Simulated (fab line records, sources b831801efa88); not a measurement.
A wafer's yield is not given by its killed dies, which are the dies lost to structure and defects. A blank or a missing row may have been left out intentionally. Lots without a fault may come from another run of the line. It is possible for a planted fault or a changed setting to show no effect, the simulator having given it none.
Which tool was responsible? / flow sky130 / 13 lots with 37 wafers sampled at 4 steps, on a route of 708 steps

== WHAT THE GAUGES READ, wafer by wafer ==
SKY_SD_N_TW_MEAS_12. Usual: SD_N_TW 3985, standard deviation 22.
lot=L810; measured=day 26 10:05; on=film-metro-02; SD_N_TW=4002 3995 4018; flag=
lot=L811; measured=day 28 02:17; on=film-metro-04; SD_N_TW=3975 3958 3955; flag=
lot=L814; measured=day 29 20:52; on=film-metro-03; SD_N_TW=3941 3939 3945; flag=
lot=L815; measured=day 30 03:13; on=film-metro-03; SD_N_TW=3978 3957 3975; flag=
lot=L816; measured=day 30 13:04; on=film-metro-02; SD_N_TW=3986 4025 4001; flag=
lot=L817; measured=day 31 02:47; on=film-metro-02; SD_N_TW=3998 3992 3993; flag=
lot=L818; measured=day 31 16:26; on=film-metro-04; SD_N_TW=3980 4003 3965; flag=
lot=L819; measured=day 31 20:53; on=film-metro-03; SD_N_TW=3966 3951 3958; flag=
lot=L821; measured=day 32 09:49; on=film-metro-04; SD_N_TW=3995 4040 4009; flag=
lot=L825; measured=day 34 05:53; on=film-metro-03; SD_N_TW=3974 3985; flag=
lot=L822; measured=day 34 06:25; on=film-metro-03; SD_N_TW=3970 3970 3994; flag=
lot=L824; measured=day 34 07:16; on=film-metro-02; SD_N_TW=4023 3993 4004; flag=
lot=L830; measured=day 35 03:31; on=film-metro-02; SD_N_TW=3982 3983; flag=

== WHICH TOOL RAN EACH LOT (tool, then ch and the chambers of the sampled wafers, then the start) ==
lot=L810; SKY_POLY_CUT_ETCH_10=rie-diel-03 ch 0,1,3, day 22 13:49; SKY_SD_P_STRIP_10=plasma-asher-04 ch 0,1, day 23 21:19; SKY_RES_XHIGH_SOFTBAKE_03=litho-track-03 ch 0, day 24 13:07
lot=L811; SKY_POLY_CUT_ETCH_10=rie-diel-01 ch 0,2,3, day 24 09:22; SKY_SD_P_STRIP_10=plasma-asher-02 ch 0,1, day 25 15:20; SKY_RES_XHIGH_SOFTBAKE_03=litho-track-02 ch 0, day 26 06:08
lot=L814; SKY_POLY_CUT_ETCH_10=rie-diel-01 ch 0,2,3, day 26 03:43; SKY_SD_P_STRIP_10=plasma-asher-04 ch 0,1, day 27 09:55; SKY_RES_XHIGH_SOFTBAKE_03=litho-track-03 ch 0, day 28 00:26
lot=L815; SKY_POLY_CUT_ETCH_10=rie-diel-01 ch 0,3, day 26 11:37; SKY_SD_P_STRIP_10=plasma-asher-04 ch 0,1, day 27 17:07; SKY_RES_XHIGH_SOFTBAKE_03=litho-track-02 ch 0, day 28 07:48
lot=L816; SKY_POLY_CUT_ETCH_10=rie-diel-03 ch 0,1,2, day 26 20:10; SKY_SD_P_STRIP_10=plasma-asher-02 ch 0,1, day 28 02:19; SKY_RES_XHIGH_SOFTBAKE_03=litho-track-03 ch 0, day 28 16:34
lot=L817; SKY_POLY_CUT_ETCH_10=rie-diel-02 ch 0,1, day 27 10:31; SKY_SD_P_STRIP_10=plasma-asher-01 ch 0,1, day 28 15:44; SKY_RES_XHIGH_SOFTBAKE_03=litho-track-04 ch 0, day 29 06:50
lot=L818; SKY_POLY_CUT_ETCH_10=rie-diel-02 ch 1,2, day 28 02:31; SKY_SD_P_STRIP_10=plasma-asher-01 ch 0,1, day 29 07:13; SKY_RES_XHIGH_SOFTBAKE_03=litho-track-02 ch 0, day 29 21:50
lot=L819; SKY_POLY_CUT_ETCH_10=rie-diel-01 ch 2,3, day 28 05:40; SKY_SD_P_STRIP_10=plasma-asher-02 ch 0,1, day 29 11:14; SKY_RES_XHIGH_SOFTBAKE_03=litho-track-03 ch 0, day 30 01:13
lot=L821; SKY_POLY_CUT_ETCH_10=rie-diel-02 ch 1,2,3, day 28 20:52; SKY_SD_P_STRIP_10=plasma-asher-02 ch 0,1, day 30 01:37; SKY_RES_XHIGH_SOFTBAKE_03=litho-track-02 ch 0, day 30 16:18
lot=L825; SKY_POLY_CUT_ETCH_10=rie-diel-01 ch 0,2, day 31 00:16; SKY_SD_P_STRIP_10=plasma-asher-01 ch 1, day 32 04:17; SKY_RES_XHIGH_SOFTBAKE_03=litho-track-02 ch 0, day 32 16:48
lot=L822; SKY_POLY_CUT_ETCH_10=rie-diel-03 ch 0,3, day 31 00:28; SKY_SD_P_STRIP_10=plasma-asher-04 ch 0,1, day 32 04:16; SKY_RES_XHIGH_SOFTBAKE_03=litho-track-04 ch 0, day 32 17:09
lot=L824; SKY_POLY_CUT_ETCH_10=rie-diel-01 ch 1,2, day 31 00:37; SKY_SD_P_STRIP_10=plasma-asher-02 ch 0,1, day 32 04:34; SKY_RES_XHIGH_SOFTBAKE_03=litho-track-03 ch 0, day 32 17:25
lot=L830; SKY_POLY_CUT_ETCH_10=rie-diel-02 ch 1,3, day 31 23:46; SKY_SD_P_STRIP_10=plasma-asher-02 ch 0,1, day 33 02:20; SKY_RES_XHIGH_SOFTBAKE_03=litho-track-02 ch 0, day 33 14:21
- SKY_POLY_CUT_ETCH_10: etches BARC in N2/H2, stops on SiO2, time 45.9 s, target depth 60 nm.
- SKY_SD_P_STRIP_10: strips in O2/N2.
- SKY_RES_XHIGH_SOFTBAKE_03: time 60 s.

== AS READ BY THE TOOLS THEMSELVES (means over the sampled wafers that have a number; for cases with no such wafer, the mark the record gives instead) ==
SKY_POLY_CUT_ETCH_10. Usual: drypump-motor-current-A 5.7 A, standard deviation 0.53; oes-product-au 0.854 a.u., standard deviation 0.0048; throttle-valve-pct 13.225 %, standard deviation 0.0097.
lot=L810; tool=rie-diel-03; drypump-motor-current-A (A)=5.6; oes-product-au (a.u.)=0.858; throttle-valve-pct (%)=13.221; flag=
lot=L811; tool=rie-diel-01; drypump-motor-current-A (A)=6.0; oes-product-au (a.u.)=0.853; throttle-valve-pct (%)=13.233; flag=
lot=L814; tool=rie-diel-01; drypump-motor-current-A (A)=6.0; oes-product-au (a.u.)=0.853; throttle-valve-pct (%)=13.229; flag=
lot=L815; tool=rie-diel-01; drypump-motor-current-A (A)=6.1; oes-product-au (a.u.)=0.854; throttle-valve-pct (%)=13.223; flag=
lot=L816; tool=rie-diel-03; drypump-motor-current-A (A)=5.9; oes-product-au (a.u.)=0.854; throttle-valve-pct (%)=13.227; flag=
lot=L817; tool=rie-diel-02; drypump-motor-current-A (A)=5.9; oes-product-au (a.u.)=0.859; throttle-valve-pct (%)=13.221; flag=
lot=L818; tool=rie-diel-02; drypump-motor-current-A (A)=6.0; oes-product-au (a.u.)=0.856; throttle-valve-pct (%)=13.215; flag=
lot=L819; tool=rie-diel-01; drypump-motor-current-A (A)=6.3; oes-product-au (a.u.)=0.854; throttle-valve-pct (%)=13.221; flag=
lot=L821; tool=rie-diel-02; drypump-motor-current-A (A)=5.9; oes-product-au (a.u.)=0.856; throttle-valve-pct (%)=13.230; flag=
lot=L825; tool=rie-diel-01; drypump-motor-current-A (A)=5.8; oes-product-au (a.u.)=0.851; throttle-valve-pct (%)=13.215; flag=
lot=L822; tool=rie-diel-03; drypump-motor-current-A (A)=5.3; oes-product-au (a.u.)=0.855; throttle-valve-pct (%)=13.220; flag=
lot=L824; tool=rie-diel-01; drypump-motor-current-A (A)=5.8; oes-product-au (a.u.)=0.856; throttle-valve-pct (%)=13.230; flag=
lot=L830; tool=rie-diel-02; drypump-motor-current-A (A)=6.1; oes-product-au (a.u.)=0.851; throttle-valve-pct (%)=13.225; flag=

SKY_SD_P_STRIP_10. Usual: drypump-motor-current-A 6.0 A, standard deviation 0.48; oes-product-au 0.617 a.u., standard deviation 0.0045; strip-time-to-endpoint-s 17.49 s, standard deviation 0.045.
lot=L810; tool=plasma-asher-04; drypump-motor-current-A (A)=5.9; oes-product-au (a.u.)=0.617; strip-time-to-endpoint-s (s)=17.51; flag=
lot=L811; tool=plasma-asher-02; drypump-motor-current-A (A)=6.3; oes-product-au (a.u.)=0.615; strip-time-to-endpoint-s (s)=17.50; flag=
lot=L814; tool=plasma-asher-04; drypump-motor-current-A (A)=5.9; oes-product-au (a.u.)=0.619; strip-time-to-endpoint-s (s)=17.50; flag=
lot=L815; tool=plasma-asher-04; drypump-motor-current-A (A)=5.5; oes-product-au (a.u.)=0.617; strip-time-to-endpoint-s (s)=17.56; flag=
lot=L816; tool=plasma-asher-02; drypump-motor-current-A (A)=6.3; oes-product-au (a.u.)=0.617; strip-time-to-endpoint-s (s)=17.40; flag=
lot=L817; tool=plasma-asher-01; drypump-motor-current-A (A)=5.8; oes-product-au (a.u.)=0.622; strip-time-to-endpoint-s (s)=17.43; flag=
lot=L818; tool=plasma-asher-01; drypump-motor-current-A (A)=5.7; oes-product-au (a.u.)=0.617; strip-time-to-endpoint-s (s)=17.49; flag=
lot=L819; tool=plasma-asher-02; drypump-motor-current-A (A)=6.4; oes-product-au (a.u.)=0.617; strip-time-to-endpoint-s (s)=17.47; flag=
lot=L821; tool=plasma-asher-02; drypump-motor-current-A (A)=6.4; oes-product-au (a.u.)=0.614; strip-time-to-endpoint-s (s)=17.47; flag=
lot=L825; tool=plasma-asher-01; drypump-motor-current-A (A)=5.9; oes-product-au (a.u.)=0.619; strip-time-to-endpoint-s (s)=17.48; flag=
lot=L822; tool=plasma-asher-04; drypump-motor-current-A (A)=5.5; oes-product-au (a.u.)=0.614; strip-time-to-endpoint-s (s)=17.52; flag=
lot=L824; tool=plasma-asher-02; drypump-motor-current-A (A)=6.3; oes-product-au (a.u.)=0.619; strip-time-to-endpoint-s (s)=17.47; flag=
lot=L830; tool=plasma-asher-02; drypump-motor-current-A (A)=6.3; oes-product-au (a.u.)=0.621; strip-time-to-endpoint-s (s)=17.43; flag=

SKY_RES_XHIGH_SOFTBAKE_03. Usual: 89.03 s for run-length-s, sd 0.22.
lot=L810; tool=litho-track-03; run-length-s (s)=88.85; flag=
lot=L811; tool=litho-track-02; run-length-s (s)=89.17; flag=
lot=L814; tool=litho-track-03; run-length-s (s)=88.66; flag=
lot=L815; tool=litho-track-02; run-length-s (s)=89.21; flag=
lot=L816; tool=litho-track-03; run-length-s (s)=88.70; flag=
lot=L817; tool=litho-track-04; run-length-s (s)=89.01; flag=
lot=L818; tool=litho-track-02; run-length-s (s)=89.21; flag=
lot=L819; tool=litho-track-03; run-length-s (s)=88.82; flag=
lot=L821; tool=litho-track-02; run-length-s (s)=89.16; flag=
lot=L825; tool=litho-track-02; run-length-s (s)=102.67; flag=OFF
lot=L822; tool=litho-track-04; run-length-s (s)=89.08; flag=
lot=L824; tool=litho-track-03; run-length-s (s)=88.82; flag=
lot=L830; tool=litho-track-02; run-length-s (s)=95.81; flag=OFF

== THE ANSWER, worked out from the rows above alone ==
Rule: take the mean of a lot's wafers that have a number; if it is more than 3 standard deviations from the usual mean, the lot is off. Also off: a lot with no number at a reading for which 4 or more lots have one. Any other lot the step has rows for is counted as sound. The gauges are gone through in route order, then the tools' own readings, and for those a lot's mean is taken as printed above. The first step at which some lot is off is used, and at that step the reading that is off furthest; a lot without a number counts as furthest.
Off at SKY_RES_XHIGH_SOFTBAKE_03 (run-length-s): L825, L830.
If a tool, at that step or one of the process steps before it, ran each lot that is off and ran no sound lot following the first of them, it fits. One fits: litho-track-02 at SKY_RES_XHIGH_SOFTBAKE_03. Its last sound lot is L821 (day 30 16:18), its first lot that is off L825 (day 32 16:48): a fault that began between those two fits.
The tool's own readings at SKY_RES_XHIGH_SOFTBAKE_03 bear it out: on the lots that are off they differ by more than 5 times the standard deviation of the sound lots' means. run-length-s reads 99.24 s there against 88.97 s on the sound lots.

== WHAT HAD BEEN PUT IN BY THE SIMULATOR ==
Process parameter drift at SKY_RES_XHIGH_SOFTBAKE_03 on litho-track-02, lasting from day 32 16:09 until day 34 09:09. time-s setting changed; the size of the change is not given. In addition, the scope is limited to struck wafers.
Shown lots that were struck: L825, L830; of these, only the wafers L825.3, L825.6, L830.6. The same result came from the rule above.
